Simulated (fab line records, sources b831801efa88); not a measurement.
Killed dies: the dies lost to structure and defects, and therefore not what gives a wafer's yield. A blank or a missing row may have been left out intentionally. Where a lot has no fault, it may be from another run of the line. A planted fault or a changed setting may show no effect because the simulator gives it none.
Matching of chambers	flow sky130	SKY_LI_CONTACT_CMP_02 on cmp-01: 4 sister chambers
The step polishes PSG. 4 wafers are shown with their chamber, then 8 later ones without.

EACH WAFER AND ITS CHAMBER
wafer	chamber	motorCurrentA (A)
L148.1	3	13.8
L151.3	2	14.3
L151.6	0	14.7
L155.1	1	12.3

WAFERS WITHOUT THEIR CHAMBER
wafer	motorCurrentA (A)
L155.3	13.9
L155.5	13.4
L157.1	13.9
L157.2	12.5
L157.6	12.3
L160.2	14.7
L160.5	13.5
L160.6	12.3

CHAMBER TAKEN BY EACH
wafer	from the rows above	in truth
L155.3	can't be placed: 3 or 2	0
L155.5	3	3
L157.1	can't be placed: 3 or 2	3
L157.2	1	1
L157.6	1	1
L160.2	0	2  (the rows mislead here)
L160.5	3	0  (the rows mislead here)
L160.6	1	1
Correctly placed: 4 of 8. Cannot be placed on the basis of these rows: 2; the candidates contain the true chamber in 1. 2 placed wrongly.
How it was worked out, from the rows above alone: a wafer's distance from a chamber is the root of the sum, over the readings, of the square of ((its reading less the chamber's mean) divided by the reading's scatter). The wafer belongs to the nearest chamber; if the next one is less than 2 further off, it can't be placed. Each chamber's mean is taken over the wafers shown for it. The scatter: with one shown wafer a chamber, the root of the mean of the squares of how far each hidden wafer lies from its nearest shown one.
